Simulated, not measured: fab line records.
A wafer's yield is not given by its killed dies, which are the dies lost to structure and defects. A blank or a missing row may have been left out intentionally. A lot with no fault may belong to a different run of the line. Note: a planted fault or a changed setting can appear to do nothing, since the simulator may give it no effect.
Which tool is to blame? || flow sky130 || 24 lots with 72 wafers sampled at 4 steps, on a route of 708 steps

WHAT EACH GAUGE READ, for each wafer
SKY_METAL2_OVL_MEAS_16. Usual: METAL2_OVL typically reads 0 nm, with standard deviation 4.6.
{"lot": "L074", "measured": "day 34 22:08", "on": "overlay-01", "METAL2_OVL (nm)": "2 1 1", "flag": ""}
{"lot": "L075", "measured": "day 35 04:28", "on": "overlay-02", "METAL2_OVL (nm)": "8 3 8", "flag": ""}
{"lot": "L076", "measured": "day 35 20:42", "on": "overlay-01", "METAL2_OVL (nm)": "6 4 0", "flag": ""}
{"lot": "L077", "measured": "day 36 02:29", "on": "overlay-02", "METAL2_OVL (nm)": "-3 -2 -1", "flag": ""}
{"lot": "L078", "measured": "day 36 12:11", "on": "overlay-01", "METAL2_OVL (nm)": "-7 -5 -6", "flag": ""}
{"lot": "L079", "measured": "day 36 12:32", "on": "overlay-01", "METAL2_OVL (nm)": "5 -4 -6", "flag": ""}
{"lot": "L080", "measured": "day 37 07:26", "on": "overlay-01", "METAL2_OVL (nm)": "0 -2 -2", "flag": ""}
{"lot": "L081", "measured": "day 37 15:50", "on": "overlay-01", "METAL2_OVL (nm)": "-1 1 4", "flag": ""}
{"lot": "L082", "measured": "day 37 18:20", "on": "overlay-02", "METAL2_OVL (nm)": "8 6 9", "flag": ""}
{"lot": "L083", "measured": "day 38 01:47", "on": "overlay-02", "METAL2_OVL (nm)": "6 6 3", "flag": ""}
{"lot": "L084", "measured": "day 38 04:38", "on": "overlay-01", "METAL2_OVL (nm)": "-3 2 0", "flag": ""}
{"lot": "L085", "measured": "day 38 15:14", "on": "overlay-02", "METAL2_OVL (nm)": "-3 2 -4", "flag": ""}
{"lot": "L086", "measured": "day 38 19:56", "on": "overlay-01", "METAL2_OVL (nm)": "5 4 2", "flag": ""}
{"lot": "L087", "measured": "day 39 03:26", "on": "overlay-01", "METAL2_OVL (nm)": "4 -2 0", "flag": ""}
{"lot": "L088", "measured": "day 39 07:41", "on": "overlay-01", "METAL2_OVL (nm)": "2 2 0", "flag": ""}
{"lot": "L089", "measured": "day 39 13:53", "on": "overlay-01", "METAL2_OVL (nm)": "-2 -13 -6", "flag": ""}
{"lot": "L090", "measured": "day 40 01:16", "on": "overlay-01", "METAL2_OVL (nm)": "5 7 -1", "flag": ""}
{"lot": "L091", "measured": "day 40 02:44", "on": "overlay-01", "METAL2_OVL (nm)": "2 4 5", "flag": ""}
{"lot": "L092", "measured": "day 40 12:47", "on": "overlay-02", "METAL2_OVL (nm)": "-2 -4 1", "flag": ""}
{"lot": "L093", "measured": "day 40 18:38", "on": "overlay-02", "METAL2_OVL (nm)": "-3 -2 3", "flag": ""}
{"lot": "L094", "measured": "day 41 03:11", "on": "overlay-01", "METAL2_OVL (nm)": "-7 -5 -2", "flag": ""}
{"lot": "L095", "measured": "day 41 08:52", "on": "overlay-02", "METAL2_OVL (nm)": "-4 0 -1", "flag": ""}
{"lot": "L096", "measured": "day 41 15:58", "on": "overlay-02", "METAL2_OVL (nm)": "2 1 -7", "flag": ""}
{"lot": "L097", "measured": "day 41 17:53", "on": "overlay-02", "METAL2_OVL (nm)": "4 7 4", "flag": ""}

SKY_CAPM_OVL_MEAS_12. Usual: CAPM_OVL typically reads 0.2 nm, with standard deviation 1.4.
{"lot": "L074", "measured": "day 37 04:40", "on": "overlay-02", "CAPM_OVL (nm)": "4.2 4.2 3.8", "flag": ""}
{"lot": "L075", "measured": "day 37 11:06", "on": "overlay-01", "CAPM_OVL (nm)": "0.8 -0.8 0.7", "flag": ""}
{"lot": "L076", "measured": "day 38 02:46", "on": "overlay-02", "CAPM_OVL (nm)": "-0.8 -0.5 -0.1", "flag": ""}
{"lot": "L077", "measured": "day 38 09:24", "on": "overlay-01", "CAPM_OVL (nm)": "1.0 0.0 0.4", "flag": ""}
{"lot": "L078", "measured": "day 38 17:38", "on": "overlay-01", "CAPM_OVL (nm)": "0.3 1.2 -0.7", "flag": ""}
{"lot": "L079", "measured": "day 38 18:31", "on": "overlay-01", "CAPM_OVL (nm)": "-1.0 0.2 -0.2", "flag": ""}
{"lot": "L080", "measured": "day 39 11:46", "on": "overlay-01", "CAPM_OVL (nm)": "-1.0 -1.8 -0.4", "flag": ""}
{"lot": "L081", "measured": "day 39 20:39", "on": "overlay-01", "CAPM_OVL (nm)": "-0.3 -0.1 -1.2", "flag": ""}
{"lot": "L082", "measured": "day 39 23:22", "on": "overlay-01", "CAPM_OVL (nm)": "0.2 -0.9 -0.1", "flag": ""}
{"lot": "L083", "measured": "day 40 06:15", "on": "overlay-01", "CAPM_OVL (nm)": "-0.7 0.0 0.3", "flag": ""}
{"lot": "L084", "measured": "day 40 08:46", "on": "overlay-01", "CAPM_OVL (nm)": "-0.6 1.0 0.2", "flag": ""}
{"lot": "L085", "measured": "day 40 18:49", "on": "overlay-01", "CAPM_OVL (nm)": "-0.3 0.2 0.1", "flag": ""}
{"lot": "L086", "measured": "day 40 23:54", "on": "overlay-01", "CAPM_OVL (nm)": "-2.5 -2.6 -2.6", "flag": ""}
{"lot": "L087", "measured": "day 41 07:39", "on": "overlay-01", "CAPM_OVL (nm)": "-1.2 -0.1 1.1", "flag": ""}
{"lot": "L088", "measured": "day 41 11:31", "on": "overlay-01", "CAPM_OVL (nm)": "1.4 0.2 0.2", "flag": ""}
{"lot": "L089", "measured": "day 41 18:57", "on": "overlay-01", "CAPM_OVL (nm)": "2.3 3.5 0.5", "flag": ""}
{"lot": "L090", "measured": "day 42 05:07", "on": "overlay-01", "CAPM_OVL (nm)": "1.1 0.7 1.1", "flag": ""}
{"lot": "L091", "measured": "day 42 05:57", "on": "overlay-01", "CAPM_OVL (nm)": "-1.0 -0.4 0.0", "flag": ""}
{"lot": "L092", "measured": "day 42 16:22", "on": "overlay-02", "CAPM_OVL (nm)": "-2.1 -1.2 -0.2", "flag": ""}
{"lot": "L093", "measured": "day 42 21:58", "on": "overlay-01", "CAPM_OVL (nm)": "0.7 -0.8 -0.9", "flag": ""}
{"lot": "L094", "measured": "day 43 06:57", "on": "overlay-01", "CAPM_OVL (nm)": "1.4 3.5 2.0", "flag": ""}
{"lot": "L095", "measured": "day 43 11:51", "on": "overlay-01", "CAPM_OVL (nm)": "2.1 -0.3 0.8", "flag": ""}
{"lot": "L096", "measured": "day 43 18:25", "on": "overlay-02", "CAPM_OVL (nm)": "-0.9 -0.7 -1.7", "flag": ""}
{"lot": "L097", "measured": "day 43 19:48", "on": "overlay-02", "CAPM_OVL (nm)": "1.1 0.6 2.3", "flag": ""}

SKY_METAL3_CD_MEAS_13: target cd 300 nm. Usual: cd-nm 299.4 nm, standard deviation 1.6.
{"lot": "L074", "measured": "day 38 06:42", "on": "cd-sem-01", "cd-nm (nm)": "301.0 300.8 300.9", "flag": ""}
{"lot": "L075", "measured": "day 38 12:15", "on": "cd-sem-01", "cd-nm (nm)": "299.1 299.2 299.4", "flag": ""}
{"lot": "L076", "measured": "day 39 04:10", "on": "cd-sem-01", "cd-nm (nm)": "297.1 297.9 299.7", "flag": ""}
{"lot": "L077", "measured": "day 39 11:07", "on": "cd-sem-02", "cd-nm (nm)": "295.6 294.5 295.8", "flag": ""}
{"lot": "L078", "measured": "day 39 18:31", "on": "cd-sem-01", "cd-nm (nm)": "300.4 301.7 301.6", "flag": ""}
{"lot": "L079", "measured": "day 39 19:21", "on": "cd-sem-01", "cd-nm (nm)": "302.5 301.6 301.0", "flag": ""}
{"lot": "L080", "measured": "day 40 12:44", "on": "cd-sem-02", "cd-nm (nm)": "301.6 301.0 301.9", "flag": ""}
{"lot": "L081", "measured": "day 40 21:34", "on": "cd-sem-02", "cd-nm (nm)": "301.6 301.1 302.7", "flag": ""}
{"lot": "L082", "measured": "day 40 23:47", "on": "cd-sem-01", "cd-nm (nm)": "297.8 298.7 298.6", "flag": ""}
{"lot": "L083", "measured": "day 41 07:18", "on": "cd-sem-01", "cd-nm (nm)": "299.3 301.0 300.7", "flag": ""}
{"lot": "L084", "measured": "day 41 10:12", "on": "cd-sem-02", "cd-nm (nm)": "300.5 299.9 300.6", "flag": ""}
{"lot": "L085", "measured": "day 41 19:41", "on": "cd-sem-02", "cd-nm (nm)": "299.0 299.7 300.3", "flag": ""}
{"lot": "L086", "measured": "day 42 00:42", "on": "cd-sem-01", "cd-nm (nm)": "300.2 298.1 299.1", "flag": ""}
{"lot": "L087", "measured": "day 42 08:39", "on": "cd-sem-02", "cd-nm (nm)": "297.6 297.6 298.2", "flag": ""}
{"lot": "L088", "measured": "day 42 12:31", "on": "cd-sem-01", "cd-nm (nm)": "298.9 297.9 296.4", "flag": ""}
{"lot": "L089", "measured": "day 42 19:48", "on": "cd-sem-01", "cd-nm (nm)": "299.8 298.9 298.8", "flag": ""}
{"lot": "L090", "measured": "day 43 05:22", "on": "cd-sem-02", "cd-nm (nm)": "298.8 296.7 298.5", "flag": ""}
{"lot": "L091", "measured": "day 43 06:39", "on": "cd-sem-01", "cd-nm (nm)": "300.0 300.0 299.7", "flag": ""}
{"lot": "L092", "measured": "day 43 16:12", "on": "cd-sem-01", "cd-nm (nm)": "297.9 297.1 297.9", "flag": ""}
{"lot": "L093", "measured": "day 43 22:04", "on": "cd-sem-01", "cd-nm (nm)": "301.8 302.1 301.3", "flag": ""}
{"lot": "L094", "measured": "day 44 06:49", "on": "cd-sem-02", "cd-nm (nm)": "300.2 300.6 301.1", "flag": ""}
{"lot": "L095", "measured": "day 44 10:36", "on": "cd-sem-01", "cd-nm (nm)": "297.1 300.1 296.4", "flag": ""}
{"lot": "L096", "measured": "day 44 17:40", "on": "cd-sem-02", "cd-nm (nm)": "299.7 299.3 299.6", "flag": ""}
{"lot": "L097", "measured": "day 44 18:57", "on": "cd-sem-02", "cd-nm (nm)": "296.6 298.3 298.5", "flag": ""}

WHICH TOOL RAN EACH LOT (tool, then ch and the chambers of the sampled wafers, then the start)
{"lot": "L074", "SKY_VIA2_STRIP_16": "plasma-asher-02 ch 0,1, day 36 01:34"}
{"lot": "L075", "SKY_VIA2_STRIP_16": "plasma-asher-03 ch 0,1, day 36 07:28"}
{"lot": "L076", "SKY_VIA2_STRIP_16": "plasma-asher-03 ch 0,1, day 37 00:04"}
{"lot": "L077", "SKY_VIA2_STRIP_16": "plasma-asher-03 ch 0,1, day 37 07:13"}
{"lot": "L078", "SKY_VIA2_STRIP_16": "plasma-asher-02 ch 0,1, day 37 15:22"}
{"lot": "L079", "SKY_VIA2_STRIP_16": "plasma-asher-03 ch 0,1, day 37 16:01"}
{"lot": "L080", "SKY_VIA2_STRIP_16": "plasma-asher-03 ch 0,1, day 38 09:55"}
{"lot": "L081", "SKY_VIA2_STRIP_16": "plasma-asher-03 ch 0,1, day 38 18:37"}
{"lot": "L082", "SKY_VIA2_STRIP_16": "plasma-asher-03 ch 0,1, day 38 20:59"}
{"lot": "L083", "SKY_VIA2_STRIP_16": "plasma-asher-03 ch 1, day 39 04:43"}
{"lot": "L084", "SKY_VIA2_STRIP_16": "plasma-asher-04 ch 0,1, day 39 06:49"}
{"lot": "L085", "SKY_VIA2_STRIP_16": "plasma-asher-02 ch 0,1, day 39 17:40"}
{"lot": "L086", "SKY_VIA2_STRIP_16": "plasma-asher-03 ch 0,1, day 39 22:19"}
{"lot": "L087", "SKY_VIA2_STRIP_16": "plasma-asher-03 ch 0,1, day 40 05:43"}
{"lot": "L088", "SKY_VIA2_STRIP_16": "plasma-asher-02 ch 0,1, day 40 10:01"}
{"lot": "L089", "SKY_VIA2_STRIP_16": "plasma-asher-03 ch 0,1, day 40 17:10"}
{"lot": "L090", "SKY_VIA2_STRIP_16": "plasma-asher-02 ch 1, day 41 03:16"}
{"lot": "L091", "SKY_VIA2_STRIP_16": "plasma-asher-04 ch 0,1, day 41 04:43"}
{"lot": "L092", "SKY_VIA2_STRIP_16": "plasma-asher-02 ch 0, day 41 14:52"}
{"lot": "L093", "SKY_VIA2_STRIP_16": "plasma-asher-03 ch 1, day 41 21:01"}
{"lot": "L094", "SKY_VIA2_STRIP_16": "plasma-asher-03 ch 0,1, day 42 05:04"}
{"lot": "L095", "SKY_VIA2_STRIP_16": "plasma-asher-04 ch 0,1, day 42 10:13"}
{"lot": "L096", "SKY_VIA2_STRIP_16": "plasma-asher-02 ch 0,1, day 42 17:22"}
{"lot": "L097", "SKY_VIA2_STRIP_16": "plasma-asher-03 ch 0,1, day 42 19:25"}
- SKY_VIA2_STRIP_16: strips in O2/N2.

WHAT THE TOOLS THEMSELVES READ (means of the sampled wafers that have a number; where no wafer has one, the mark that the record gives instead)
SKY_VIA2_STRIP_16. Usual: drypump-motor-current-A 5.5 A, standard deviation 0.59; oes-product-au 0.398 a.u., standard deviation 0.0043; strip-time-to-endpoint-s 4.036 s, standard deviation 0.024.
{"lot": "L074", "tool": "plasma-asher-02", "drypump-motor-current-A (A)": 5.9, "oes-product-au (a.u.)": 0.396, "strip-time-to-endpoint-s (s)": 4.040, "flag": ""}
{"lot": "L075", "tool": "plasma-asher-03", "drypump-motor-current-A (A)": 5.0, "oes-product-au (a.u.)": 0.396, "strip-time-to-endpoint-s (s)": 4.012, "flag": ""}
{"lot": "L076", "tool": "plasma-asher-03", "drypump-motor-current-A (A)": 5.0, "oes-product-au (a.u.)": 0.402, "strip-time-to-endpoint-s (s)": 4.074, "flag": ""}
{"lot": "L077", "tool": "plasma-asher-03", "drypump-motor-current-A (A)": 5.0, "oes-product-au (a.u.)": 0.399, "strip-time-to-endpoint-s (s)": 4.047, "flag": ""}
{"lot": "L078", "tool": "plasma-asher-02", "drypump-motor-current-A (A)": 6.1, "oes-product-au (a.u.)": 0.402, "strip-time-to-endpoint-s (s)": 4.051, "flag": ""}
{"lot": "L079", "tool": "plasma-asher-03", "drypump-motor-current-A (A)": 5.0, "oes-product-au (a.u.)": 0.401, "strip-time-to-endpoint-s (s)": 4.043, "flag": ""}
{"lot": "L080", "tool": "plasma-asher-03", "drypump-motor-current-A (A)": 5.3, "oes-product-au (a.u.)": 0.401, "strip-time-to-endpoint-s (s)": 4.062, "flag": ""}
{"lot": "L081", "tool": "plasma-asher-03", "drypump-motor-current-A (A)": 5.4, "oes-product-au (a.u.)": 0.398, "strip-time-to-endpoint-s (s)": 4.043, "flag": ""}
{"lot": "L082", "tool": "plasma-asher-03", "drypump-motor-current-A (A)": 5.4, "oes-product-au (a.u.)": 0.402, "strip-time-to-endpoint-s (s)": 4.051, "flag": ""}
{"lot": "L083", "tool": "plasma-asher-03", "drypump-motor-current-A (A)": 4.6, "oes-product-au (a.u.)": 0.398, "strip-time-to-endpoint-s (s)": 4.003, "flag": ""}
{"lot": "L084", "tool": "plasma-asher-04", "drypump-motor-current-A (A)": 6.0, "oes-product-au (a.u.)": 0.398, "strip-time-to-endpoint-s (s)": 4.043, "flag": ""}
{"lot": "L085", "tool": "plasma-asher-02", "drypump-motor-current-A (A)": 5.9, "oes-product-au (a.u.)": 0.396, "strip-time-to-endpoint-s (s)": 4.036, "flag": ""}
{"lot": "L086", "tool": "plasma-asher-03", "drypump-motor-current-A (A)": 5.0, "oes-product-au (a.u.)": 0.398, "strip-time-to-endpoint-s (s)": 4.038, "flag": ""}
{"lot": "L087", "tool": "plasma-asher-03", "drypump-motor-current-A (A)": 5.3, "oes-product-au (a.u.)": 0.399, "strip-time-to-endpoint-s (s)": 4.025, "flag": ""}
{"lot": "L088", "tool": "plasma-asher-02", "drypump-motor-current-A (A)": 6.1, "oes-product-au (a.u.)": 0.400, "strip-time-to-endpoint-s (s)": 4.036, "flag": ""}
{"lot": "L089", "tool": "plasma-asher-03", "drypump-motor-current-A (A)": 5.4, "oes-product-au (a.u.)": 0.393, "strip-time-to-endpoint-s (s)": 4.044, "flag": ""}
{"lot": "L090", "tool": "plasma-asher-02", "drypump-motor-current-A (A)": 5.8, "oes-product-au (a.u.)": 0.402, "strip-time-to-endpoint-s (s)": 4.043, "flag": ""}
{"lot": "L091", "tool": "plasma-asher-04", "drypump-motor-current-A (A)": 6.1, "oes-product-au (a.u.)": 0.393, "strip-time-to-endpoint-s (s)": 4.023, "flag": ""}
{"lot": "L092", "tool": "plasma-asher-02", "drypump-motor-current-A (A)": 6.2, "oes-product-au (a.u.)": 0.396, "strip-time-to-endpoint-s (s)": 4.020, "flag": ""}
{"lot": "L093", "tool": "plasma-asher-03", "drypump-motor-current-A (A)": 4.7, "oes-product-au (a.u.)": 0.394, "strip-time-to-endpoint-s (s)": 4.044, "flag": ""}
{"lot": "L094", "tool": "plasma-asher-03", "drypump-motor-current-A (A)": 5.0, "oes-product-au (a.u.)": 0.398, "strip-time-to-endpoint-s (s)": 4.046, "flag": ""}
{"lot": "L095", "tool": "plasma-asher-04", "drypump-motor-current-A (A)": 5.7, "oes-product-au (a.u.)": 0.401, "strip-time-to-endpoint-s (s)": 4.012, "flag": ""}
{"lot": "L096", "tool": "plasma-asher-02", "drypump-motor-current-A (A)": 5.9, "oes-product-au (a.u.)": 0.401, "strip-time-to-endpoint-s (s)": 4.047, "flag": ""}
{"lot": "L097", "tool": "plasma-asher-03", "drypump-motor-current-A (A)": 5.0, "oes-product-au (a.u.)": 0.391, "strip-time-to-endpoint-s (s)": 4.016, "flag": ""}

THE ANSWER, worked out from the rows above alone
Rule: lot off if the mean of its wafers having a number is beyond 3 standard deviations from the usual mean. Also off: a lot with no number at a reading for which 4 or more lots have one. Any other lot the step has rows for is counted as sound. After the gauges, taken in route order, come the tools' own readings; for these a lot's mean is taken, as printed above. At the first step where some lot is off, the reading lying furthest off is the one used; lots without a number count as furthest.
None of the lots is off at any reading shown; this tells nothing.

WHAT THE SIMULATOR HAD PUT IN
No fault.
